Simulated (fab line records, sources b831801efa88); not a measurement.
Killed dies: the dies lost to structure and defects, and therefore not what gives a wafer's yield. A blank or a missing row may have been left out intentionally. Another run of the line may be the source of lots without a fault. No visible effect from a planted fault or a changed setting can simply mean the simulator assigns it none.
fab line records	flow sky130
[record] lots = 10	wafers = 30	last_day = 50
route steps=708 shown SONOS_TUNNEL@161 SONOS_ONO@183 GATE_OXIDE@189 POLY_GATE@204 PAD_OPEN@708
lots untouched by any fault: they come from a run of this same line in which no faults occurred
start_h: the number of hours between the record's first day and the start of the first shown wafer of the lot	wait_h: hours since the lot's step before	" unchanged from the row above	L1.1+2: several wafers, shown together as one row	- no value, or no start given	* or withheld: withheld	< > ~ a bound
route shown NAME@n: a module of which the file shows steps, and the number in the route of the first	usual: average and standard deviation across the fault-free wafers	same: alike in all rows	chamber/n: place in a boat	sites: readings site by site	_std_site: their standard deviation	_edge_site: mean of outer sites minus mean of inner sites	radius_mm: for every site, how far away it sits from the centre of the wafer	mask NAME#n: copy n	behind: the last tool/chamber to shape the wafer	hold: the reason the lot was held/the length of the hold in hours/how it ended	device: names the non-switching transistor (n, p or np)	end of line: tests run on the same wafers once the route is complete	a step without rows: its recipe alone	killed: not the wafer's yield, but the dies lost to structure and defects at the first sort	map: the dies of a wafer, with x for killed, . for not killed, _ for no die there
set.NAME: the run value of the setting; set.NAME@STEP: its run value at that earlier step	model.NAME: the simulator's own value behind a step, which no gauge read
a sample of lots followed through the steps of the route, with each step as a table and each wafer as a row
services: from which hour (start_h, from the record's first day; less than 0 if before it) a tool's chamber was out of use, for how many hours, and why
[[steps]]
[step SKY_SONOS_TUNNEL_CD_MEAS_07]
[recipe] target_cd_nm = 410
[usual] cd_nm = 409.4/2.1
lot.wafer	tool	chamber	start_h	wait_h	cd_nm
L168.3	cd_sem-01	-	252.37	0.1	411.0
L168.4	"	-	"	"	412.3
L168.5	"	-	"	"	409.9
L173.3	cd_sem-02	-	286.31	0.1	408.3
L173.4	"	-	"	"	408.7
L173.5	"	-	"	"	407.4
L174.1	cd_sem-02	-	292.32	0.1	407.3
L174.3	"	-	"	"	408.4
L174.5	"	-	"	"	409.1
L175.2	cd_sem-01	-	303.75	0.1	409.5
L175.3	"	-	"	"	407.8
L175.6	"	-	"	"	407.3
L182.1	cd_sem-02	-	359.07	0.1	410.5
L182.5	"	-	"	"	410.5
L182.6	"	-	"	"	409.5
L185.1	cd_sem-01	-	389.13	0.1	409.4
L185.5	"	-	"	"	407.9
L185.6	"	-	"	"	409.0
L186.1	cd_sem-01	-	396.43	0.1	408.3
L186.3	"	-	"	"	408.4
L186.5	"	-	"	"	407.8
L187.1	cd_sem-01	-	401.27	0.1	411.7
L187.4	"	-	"	"	412.5
L187.6	"	-	"	"	409.7
L189.2	cd_sem-01	-	414.74	0.1	410.8
L189.5	"	-	"	"	408.2
L189.6	"	-	"	"	410.7
L191.2	cd_sem-01	-	434.84	0.1	406.5
L191.3	"	-	"	"	406.2
L191.6	"	-	"	"	405.9
[step SKY_SONOS_ONO_ETCH_15]
[recipe] target_depth_nm = 19.52	chemistry = CHF3/O2	source_w = 600	bias_w = 200	pressure_mtorr = 40	chf3_flow_sccm = 50	O2_flow_sccm = 5	time_s = 7.8
[usual] chamber_pressure_mTorr = 40.00/0.041	drypump_motor_current_A = 5.7/0.47	oes_product_au = 1.001/0.0075	throttle_valve_pct = 8.824/0.0083
lot.wafer	tool	chamber	start_h	wait_h	chamber_pressure_mTorr	drypump_motor_current_A	oes_product_au	rf_hours_counter_h	throttle_valve_pct
L168.3	rie_diel-01	0	282.09	0.0	40.02	6.2	1.004	10	8.815
L168.4	"	2	"	"	40.03	4.8	0.996	-	8.827
L168.5	"	0	"	"	39.99	6.2	1.006	-	8.835
L173.3	rie_diel-04	3	320.77	0.0	40.06	6.4	1.000	93	8.819
L173.4	"	0	"	"	40.01	5.1	1.011	64	8.829
L173.5	"	1	"	"	40.04	5.8	0.994	-	8.824
L174.1	rie_diel-02	1	324.64	0.0	39.98	5.9	1.011	0	8.823
L174.3	"	3	"	"	40.01	5.4	0.999	99	8.821
L174.5	"	3	"	"	39.99	5.4	1.005	-	8.810
L175.2	rie_diel-02	2	335.81	0.0	39.98	5.4	0.992	3	8.831
L175.3	"	3	"	"	40.02	5.4	1.001	99	8.831
L175.6	"	3	"	"	40.01	5.4	0.996	-	8.833
L182.1	rie_diel-02	3	392.25	0.0	39.95	5.4	0.999	100	8.819
L182.5	"	3	"	"	39.96	5.4	1.007	-	8.818
L182.6	"	0	"	"	39.99	5.7	0.998	-	8.814
L185.1	rie_diel-04	1	424.66	0.0	40.00	5.9	0.993	49	8.821
L185.5	"	2	"	"	40.02	5.9	0.994	-	8.832
L185.6	"	1	"	"	40.02	5.9	1.002	-	8.827
L186.1	rie_diel-04	3	432.54	0.0	40.07	6.4	1.002	95	8.822
L186.3	"	1	"	"	39.96	5.9	0.992	49	8.818
L186.5	"	0	"	"	40.02	5.0	1.008	-	8.800
L187.1	rie_diel-02	3	437.34	0.0	40.06	5.4	0.998	101	8.830
L187.4	"	0	"	"	39.95	5.7	1.004	45	8.822
L187.6	"	3	"	"	39.99	5.4	1.002	-	8.824
L189.2	rie_diel-01	0	451.89	0.0	39.98	6.2	0.998	14	8.818
L189.5	"	0	"	"	39.99	6.2	1.011	-	8.824
L189.6	"	1	"	"	39.99	6.2	1.003	-	8.818
L191.2	rie_diel-04	1	472.92	0.0	40.03	5.9	0.985	50	8.810
L191.3	"	0	"	"	40.06	5.1	1.001	66	8.829
L191.6	"	1	"	"	39.98	5.9	0.997	-	8.815
[step SKY_GATE_OXIDE_THK_MEAS_02]
[recipe] reads = SiO2_of_GATE_OXIDE_OXIDATION_01
[usual] GATE_OXIDE_OXIDATION_00_THK = 10.37/0.25
lot.wafer	tool	chamber	start_h	wait_h	GATE_OXIDE_OXIDATION_00_THK[nm]
L168.3	film_metro-03	-	284.54	0.0	10.47
L168.4	"	-	"	"	10.48
L168.5	"	-	"	"	10.56
L173.3	film_metro-03	-	323.43	0.0	10.09
L173.4	"	-	"	"	10.00
L173.5	"	-	"	"	10.30
L174.1	film_metro-03	-	326.96	0.0	10.77
L174.3	"	-	"	"	10.67
L174.5	"	-	"	"	10.78
L175.2	film_metro-02	-	338.50	0.0	10.68
L175.3	"	-	"	"	10.58
L175.6	"	-	"	"	10.57
L182.1	film_metro-04	-	395.09	0.0	10.19
L182.5	"	-	"	"	10.15
L182.6	"	-	"	"	10.27
L185.1	film_metro-02	-	426.39	0.0	10.26
L185.5	"	-	"	"	10.09
L185.6	"	-	"	"	10.13
L186.1	film_metro-02	-	435.97	0.0	10.52
L186.3	"	-	"	"	10.47
L186.5	"	-	"	"	10.46
L187.1	film_metro-03	-	439.14	0.0	10.15
L187.4	"	-	"	"	10.41
L187.6	"	-	"	"	10.24
L189.2	film_metro-04	-	454.04	0.0	10.05
L189.5	"	-	"	"	10.02
L189.6	"	-	"	"	10.17
L191.2	film_metro-02	-	474.76	0.0	10.27
L191.3	"	-	"	"	10.02
L191.6	"	-	"	"	10.18
[step SKY_POLY_GATE_CVD_00]
[recipe] material = poly-Si	target_thk_nm = 180	temp_c = 620	time_s = 720	pressure_mtorr = 200
[usual] spike_tc_bottom_C = 644/4	spike_tc_centre_C = 620.7/0.96	spike_tc_lower_C = 619.0/0.98	spike_tc_top_C = 636.1/1.8	spike_tc_upper_C = 620.6/1.1	susceptor_temp_C = 620.02/0.3	zone_power_bottom_pct = 12.09/0.13	zone_power_centre_pct = 10.88/0.12	zone_power_top_pct = 19.5/1.2	zone_power_upper_pct = 8.39/0.13
lot.wafer	tool	chamber	start_h	wait_h	spike_tc_bottom_C	spike_tc_centre_C	spike_tc_lower_C	spike_tc_top_C	spike_tc_upper_C	susceptor_temp_C	zone_power_bottom_pct	zone_power_centre_pct	zone_power_top_pct	zone_power_upper_pct
L168.3	lpcvd-01	0	313.16	0.0	646	620.9	619.1	639.3	620.3	620.11	12.19	10.93	18.6	8.43
L168.4	"	0	"	"	646	620.5	619.8	636.7	620.9	620.10	12.00	10.92	18.9	8.33
L168.5	"	0	"	"	649	621.5	619.8	638.1	621.4	619.72	12.18	11.11	18.7	8.56
L173.3	lpcvd-01	0	352.00	0.0	646	622.1	619.3	636.8	619.9	619.67	12.27	10.86	19.0	8.43
L173.4	"	0	"	"	647	620.0	616.9	635.5	620.7	619.93	12.17	10.91	18.5	8.52
L173.5	"	0	"	"	648	621.6	617.6	638.1	621.5	619.95	11.95	10.80	18.6	8.29
L174.1	lpcvd-01	0	356.17	0.0	625	598.4	596.5	614.6	599.3	598.10	11.34	10.28	17.8	7.86
L174.3	"	0	"	"	623	599.0	595.9	616.5	597.2	598.32	11.25	10.18	17.9	7.79
L174.5	"	0	"	"	624	597.0	595.7	613.4	598.4	597.75	11.55	10.44	17.8	7.86
L175.2	lpcvd-01	0	368.30	0.0	624	599.8	595.3	614.3	599.6	597.46	11.09	10.32	17.9	7.82
L175.3	"	0	"	"	624	598.5	598.3	614.2	600.1	597.24	11.28	10.26	18.0	7.92
L175.6	"	0	"	"	624	597.6	596.0	615.9	597.0	597.51	11.34	10.26	17.7	7.98
L182.1	lpcvd-01	0	427.92	0.0	647	620.6	618.9	636.9	620.4	620.69	12.21	10.85	18.8	8.49
L182.5	"	0	"	"	647	620.6	617.9	637.6	621.1	620.03	12.32	10.85	18.8	8.44
L182.6	"	0	"	"	647	622.3	617.5	637.4	620.5	620.32	12.07	10.96	18.7	8.29
L185.1	lpcvd-01	0	459.37	0.0	646	621.6	618.5	637.1	623.4	619.78	12.03	10.90	18.7	8.38
L185.5	"	0	"	"	646	621.7	618.9	638.0	620.7	620.28	12.03	10.92	18.5	8.52
L185.6	"	0	"	"	646	621.0	618.6	637.3	620.9	620.28	12.23	10.99	18.5	8.62
L186.1	lpcvd-01	1	468.41	0.0	640	621.5	618.6	631.1	619.9	619.67	12.04	10.83	21.2	8.15
L186.3	"	1	"	"	638	618.4	618.1	634.3	619.8	619.87	11.86	10.78	21.1	8.25
L186.5	"	1	"	"	640	620.5	619.6	631.4	620.5	619.81	11.80	10.87	21.8	8.24
L187.1	lpcvd-01	0	473.69	1.5	646	621.1	620.1	636.4	620.3	619.30	12.17	10.86	18.9	8.34
L187.4	"	0	"	"	648	621.0	619.8	638.1	620.1	619.71	12.01	10.85	18.7	8.58
L187.6	"	0	"	"	647	620.4	617.4	636.6	619.9	619.29	12.22	10.92	19.0	8.38
L189.2	lpcvd-01	1	486.43	0.0	639	619.1	619.8	634.8	619.0	620.20	12.05	10.76	21.3	8.05
L189.5	"	1	"	"	638	621.0	617.8	634.1	620.6	620.26	11.94	10.93	21.4	8.34
L189.6	"	1	"	"	638	620.6	620.6	634.0	620.0	620.15	11.95	10.88	21.4	8.26
L191.2	lpcvd-01	1	506.57	0.0	638	617.6	619.9	635.7	622.4	620.20	12.23	10.76	21.1	8.20
L191.3	"	1	"	"	638	621.0	619.1	633.8	618.3	620.12	11.81	10.91	21.5	8.27
L191.6	"	1	"	"	639	620.5	618.8	634.4	622.2	619.89	11.99	10.77	21.5	8.30
[step SKY_POLY_GATE_THK_MEAS_01]
[recipe] reads = poly-Si_of_POLY_GATE_CVD_00
[usual] POLY_GATE_CVD_00_THK = 180.2/1.8
lot.wafer	tool	chamber	start_h	wait_h	POLY_GATE_CVD_00_THK[nm]
L168.3	film_metro-01	-	314.38	0.0	184.5
L168.4	"	-	"	"	184.4
L168.5	"	-	"	"	182.8
L173.3	film_metro-04	-	353.22	0.0	178.2
L173.4	"	-	"	"	177.9
L173.5	"	-	"	"	176.8
L174.1	film_metro-03	-	357.37	0.0	102.7
L174.3	"	-	"	"	103.2
L174.5	"	-	"	"	104.0
L175.2	film_metro-04	-	369.51	0.0	107.3
L175.3	"	-	"	"	104.6
L175.6	"	-	"	"	105.3
L182.1	film_metro-03	-	429.72	0.0	182.3
L182.5	"	-	"	"	181.2
L182.6	"	-	"	"	181.3
L185.1	film_metro-04	-	460.57	0.0	181.5
L185.5	"	-	"	"	180.5
L185.6	"	-	"	"	181.9
L186.1	film_metro-04	-	469.61	0.0	182.3
L186.3	"	-	"	"	181.9
L186.5	"	-	"	"	182.3
L187.1	film_metro-01	-	474.89	0.0	180.2
L187.4	"	-	"	"	181.1
L187.6	"	-	"	"	180.0
L189.2	film_metro-04	-	487.64	0.0	181.6
L189.5	"	-	"	"	180.2
L189.6	"	-	"	"	180.9
L191.2	film_metro-01	-	507.78	0.0	180.9
L191.3	"	-	"	"	181.4
L191.6	"	-	"	"	180.6
[step SKY_POLY_GATE_ETCH_17]
[recipe] target_depth_nm = 180	stop_on = SiO2	over_etch_frac = 0.56667	chemistry = HBr/Cl2	target = poly-Si	icp_w = 400	bias_w = 100	pressure_mtorr = 10	HBr_flow_sccm = 150	Cl2_flow_sccm = 50	time_s = 70.5
[usual] HBr_flow_sccm = 150.0/0.44	chamber_pressure_mTorr = 9.999/0.0095	drypump_motor_current_A = 5.84/0.27	oes_product_au = 0.988/0.0077	throttle_valve_pct = 33.685/0.0083
[same] over_etch_frac = 0.56667
lot.wafer	tool	chamber	start_h	wait_h	HBr_flow_sccm	chamber_pressure_mTorr	drypump_motor_current_A	oes_product_au	rf_hours_counter_h	throttle_valve_pct
L168.3	rie_si-02	0	371.22	0.0	150.2	9.993	6.03	1.002	47	33.703
L168.4	"	1	"	"	149.3	9.988	6.14	1.002	39	33.685
L168.5	"	2	"	"	150.2	9.996	5.87	0.986	-	33.683
L173.3	rie_si-01	1	413.57	0.0	150.2	10.015	5.88	0.981	3	33.659
L173.4	"	0	"	"	149.6	10.000	6.01	0.976	6	33.691
L173.5	"	1	"	"	150.3	9.988	5.89	0.983	-	33.683
L174.1	rie_si-01	2	416.94	0.0	150.2	10.005	5.90	0.683	62	33.683
L174.3	"	3	"	"	149.9	10.015	5.76	0.678	2	33.682
L174.5	"	0	"	"	149.7	9.990	5.98	0.682	-	33.689
L175.2	rie_si-01	2	431.10	0.1	150.1	10.011	5.92	0.704	62	33.687
L175.3	"	1	"	"	150.1	10.012	5.87	0.690	3	33.686
L175.6	"	1	"	"	149.8	9.984	5.88	0.693	-	33.700
L182.1	rie_si-02	3	493.65	0.0	150.0	10.003	5.12	1.000	40	33.680
L182.5	"	2	"	"	149.2	9.997	5.87	0.986	-	33.675
L182.6	"	3	"	"	150.2	9.993	5.11	0.991	-	33.677
L185.1	rie_si-01	3	523.62	0.0	150.6	9.994	5.80	0.987	3	33.695
L185.5	"	0	"	"	150.3	10.001	5.97	0.988	-	33.685
L185.6	"	3	"	"	150.0	9.995	5.83	0.986	-	33.677
L186.1	rie_si-02	0	531.76	0.0	149.6	9.998	6.05	0.992	48	33.685
L186.3	"	1	"	"	150.0	10.007	6.17	0.986	41	33.685
L186.5	"	0	"	"	150.3	10.005	6.03	0.990	-	33.671
L187.1	rie_si-01	1	537.91	0.0	150.0	9.991	5.83	0.986	3	33.687
L187.4	"	2	"	"	149.1	10.007	5.92	0.990	0	33.680
L187.6	"	1	"	"	150.5	9.990	5.82	0.985	-	33.675
L189.2	rie_si-01	3	550.82	0.0	149.6	9.994	5.80	0.969	3	33.692
L189.5	"	1	"	"	149.9	10.025	5.89	0.983	-	33.687
L189.6	"	2	"	"	149.3	10.007	5.92	0.985	-	33.692
L191.2	rie_si-01	1	569.56	0.0	150.2	10.007	5.90	0.988	3	33.695
L191.3	"	2	"	"	150.3	10.003	5.92	0.995	0	33.701
L191.6	"	3	"	"	149.9	9.982	5.78	0.992	-	33.714
[step SKY_PAD_OPEN_PROBE_99]
[usual] killed_at_M0_to_M3 = 43/6.3	killed_at_M4_up = 3.1/1.9	killed_at_contacts = 24/5.1	killed_at_front_end = 14/4.3	killed_at_other = 0.3/0.53	killed_dies = 85/8.8	killed_open = 46/7.1	killed_short = 38/5.9
[same] gross_dies = 492	killed_at_back_side = 0
lot.wafer	tool	chamber	start_h	wait_h	killed_at_M0_to_M3	killed_at_M4_up	killed_at_contacts	killed_at_front_end	killed_at_other	killed_dies	killed_open	killed_short
L174.1	prober-01	-	1108.44	0.1	32	2	18	10	1	63	40	23
L174.3	prober-01	-	1108.54	0.2	38	1	26	11	0	76	47	29
L174.5	prober-01	-	1108.64	0.2	41	1	19	16	0	77	38	39
L175.2	prober-02	-	1118.52	0.1	43	4	26	9	0	82	47	35
L175.3	prober-02	-	1118.57	0.2	49	4	33	14	0	100	60	40
L175.6	prober-02	-	1118.72	0.2	55	3	14	16	0	88	50	38
L182.1	prober-01	-	1157.00	0.1	40	1	25	17	0	83	44	39
L182.5	prober-01	-	1157.20	0.2	33	2	30	12	1	78	45	33
L182.6	prober-01	-	1157.25	0.2	38	4	23	16	0	81	40	41
L186.1	prober-01	-	1179.32	0.1	44	4	13	10	0	71	36	35
L186.3	prober-01	-	1179.42	0.2	40	3	25	16	0	84	40	44
L186.5	prober-01	-	1179.52	0.2	33	3	24	17	0	77	45	32
L189.2	prober-02	-	1187.95	0.1	37	3	28	5	1	74	39	34
L189.5	prober-02	-	1188.10	0.2	45	1	32	18	1	97	47	50
L189.6	prober-02	-	1188.15	0.2	43	1	38	8	0	90	46	43
// killed by level:class
L174.1 LI_CONTACT:geometric_particle:open=10 VIA1:geometric_particle:open=8 VIA3:geometric_particle:open=5 FIELD_ISO:geometric_particle:open=4 VIA2:geometric_particle:open=4 CONTACT:geometric_particle:open=4 METAL2:geometric_particle:short=4 FIELD_ISO:geometric_particle:short=3
L174.3 VIA1:geometric_particle:open=13 LI_CONTACT:geometric_particle:open=7 CONTACT:geometric_particle:open=7 VIA3:geometric_particle:open=6 LI_CONTACT:geometric_particle:short=5 CONTACT:geometric_particle:short=5 FIELD_ISO:geometric_particle:open=4 POLY_GATE:geometric_particle:open=4
L174.5 METAL2:geometric_particle:short=9 LI_CONTACT:geometric_particle:open=7 METAL3:geometric_particle:short=6 CONTACT:geometric_particle:open=6 VIA1:geometric_particle:open=6 METAL1:geometric_particle:short=5 VIA3:geometric_particle:open=5 FIELD_ISO:geometric_particle:short=4
L175.2 CONTACT:geometric_particle:short=8 VIA1:geometric_particle:open=7 VIA2:geometric_particle:open=7 VIA3:geometric_particle:open=7 LI_CONTACT:geometric_particle:open=6 CONTACT:geometric_particle:open=6 LOCAL_INTERCONNECT:geometric_particle:short=5 VIA1:geometric_particle:short=5
L175.3 CONTACT:geometric_particle:open=12 VIA1:geometric_particle:open=11 VIA2:geometric_particle:open=10 LI_CONTACT:geometric_particle:open=8 VIA1:geometric_particle:short=7 LOCAL_INTERCONNECT:geometric_particle:short=6 METAL2:geometric_particle:short=6 VIA3:geometric_particle:open=4
L175.6 VIA1:geometric_particle:open=19 VIA1:geometric_particle:short=8 METAL1:geometric_particle:short=8 METAL2:geometric_particle:short=7 FIELD_ISO:geometric_particle:open=6 VIA2:geometric_particle:open=6 LI_CONTACT:geometric_particle:open=5 CONTACT:geometric_particle:open=4
L182.1 VIA1:geometric_particle:open=12 CONTACT:geometric_particle:short=9 FIELD_ISO:geometric_particle:open=7 CONTACT:geometric_particle:open=7 VIA2:geometric_particle:open=6 FIELD_ISO:geometric_particle:short=5 VIA3:geometric_particle:short=4 LI_CONTACT:geometric_particle:open=4
L182.5 LI_CONTACT:geometric_particle:open=12 CONTACT:geometric_particle:open=8 VIA1:geometric_particle:open=7 METAL2:geometric_particle:short=5 LOCAL_INTERCONNECT:geometric_particle:short=4 CONTACT:geometric_particle:short=4 METAL1:geometric_particle:short=4 FIELD_ISO:geometric_particle:open=3
L182.6 VIA3:geometric_particle:open=8 CONTACT:geometric_particle:open=5 LI_CONTACT:geometric_particle:open=5 VIA1:geometric_particle:short=5 METAL2:geometric_particle:short=5 VIA2:geometric_particle:open=5 POLY_GATE:geometric_particle:short=4 LI_CONTACT:geometric_particle:short=4
L186.1 VIA1:geometric_particle:open=7 METAL2:geometric_particle:short=7 METAL1:geometric_particle:short=7 VIA1:geometric_particle:short=5 VIA3:geometric_particle:open=5 LOCAL_INTERCONNECT:geometric_particle:short=4 FIELD_ISO:geometric_particle:open=3 LI_CONTACT:geometric_particle:open=3
L186.3 CONTACT:geometric_particle:open=9 FIELD_ISO:geometric_particle:short=7 VIA1:geometric_particle:open=7 LI_CONTACT:geometric_particle:open=7 VIA1:geometric_particle:short=7 VIA3:geometric_particle:open=6 POLY_GATE:geometric_particle:short=5 VIA2:geometric_particle:open=5
L186.5 CONTACT:geometric_particle:open=11 VIA2:geometric_particle:open=7 VIA1:geometric_particle:open=6 FIELD_ISO:geometric_particle:open=4 FIELD_ISO:geometric_particle:short=4 LI_CONTACT:geometric_particle:open=4 VIA3:geometric_particle:open=4 METAL2:geometric_particle:short=4
L189.2 CONTACT:geometric_particle:open=10 CONTACT:geometric_particle:short=9 VIA3:geometric_particle:open=7 VIA2:geometric_particle:open=6 LI_CONTACT:geometric_particle:open=5 VIA1:geometric_particle:short=5 VIA1:geometric_particle:open=5 METAL1:geometric_particle:short=3
L189.5 CONTACT:geometric_particle:open=11 VIA3:geometric_particle:open=8 VIA1:geometric_particle:open=8 CONTACT:geometric_particle:short=8 VIA1:geometric_particle:short=8 FIELD_ISO:geometric_particle:short=6 LI_CONTACT:geometric_particle:open=6 VIA2:geometric_particle:open=6
L189.6 CONTACT:geometric_particle:open=12 LI_CONTACT:geometric_particle:open=11 VIA1:geometric_particle:open=10 METAL2:geometric_particle:short=9 LOCAL_INTERCONNECT:geometric_particle:short=6 VIA2:geometric_particle:open=5 LI_CONTACT:geometric_particle:short=4 CONTACT:geometric_particle:short=4
[[services]]
tool	chamber	start_h	hours	kind
lpcvd-01	-	263.52	2.8	pm
rie_si-01	0	272.16	2.4	repair
rie_si-02	-	280.47	0.6	repair
rie_si-01	1	301.20	14.6	repair
rie_diel-04	2	329.10	2.6	repair
rie_diel-04	2	333.86	5.3	repair
rie_si-01	-	338.53	0.3	repair
rie_si-02	3	342.58	2.9	repair
rie_si-01	-	344.33	2.8	pm
rie_diel-02	1	344.45	3.3	repair
rie_diel-04	0	389.34	9.8	repair
rie_diel-02	1	392.43	5.8	repair
rie_diel-04	-	393.32	0.7	repair
rie_diel-04	-	452.00	9.3	repair
rie_si-01	3	455.78	1.2	repair
lpcvd-01	-	455.95	0.6	repair
rie_diel-02	2	468.21	2.8	repair
rie_si-01	1	476.18	1.4	repair
rie_si-01	0	494.23	1.2	repair
rie_diel-02	2	500.73	9.1	repair
rie_si-01	1	513.79	2.8	repair
rie_diel-04	3	522.36	9.8	repair
lpcvd-01	-	526.21	0.8	repair
rie_diel-04	1	533.57	27.0	repair
[[key]]
[first_sign] step = SKY_POLY_GATE_CVD_00	reading = susceptor_temp_C	direction = down	sigmas = 74	usual = *	struck = *
[effect] step = SKY_POLY_GATE_CVD_00	reading = spike_tc_centre_C	direction = down	sigmas = 23	usual = 620.7	struck = 598.4
[effect] step = SKY_POLY_GATE_THK_MEAS_01	reading = POLY_GATE_CVD_00_THK	direction = down	sigmas = 42	usual = 180.2	struck = 104.5
[effect] step = SKY_POLY_GATE_ETCH_17	reading = oes_product_au	direction = down	sigmas = 39	usual = 0.988	struck = 0.688
met_at SKY_POLY_GATE_CVD_00
struck_lots L174,L175
tester_left_out L174,L175
not_acting_at SKY_SONOS_TUNNEL_CD_MEAS_07,SKY_SONOS_ONO_ETCH_15,SKY_GATE_OXIDE_THK_MEAS_02
onset_between 352.00 356.17
[fault] kind = process_parameter_drift	tool = lpcvd-01	chamber = -	onset_h = 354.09	steps = SKY_POLY_GATE_CVD_00	channel = temp_c	offset = *	shape = step	end_h = 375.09	stated = *
// tester_left_out: of these lots the tester's yield and bins aren't shown, on N5 and GAA mostly nor the transistor test; their killed dies are dies lost to structure and defects alone, not to doping, threshold or leakage, so they don't give the yield
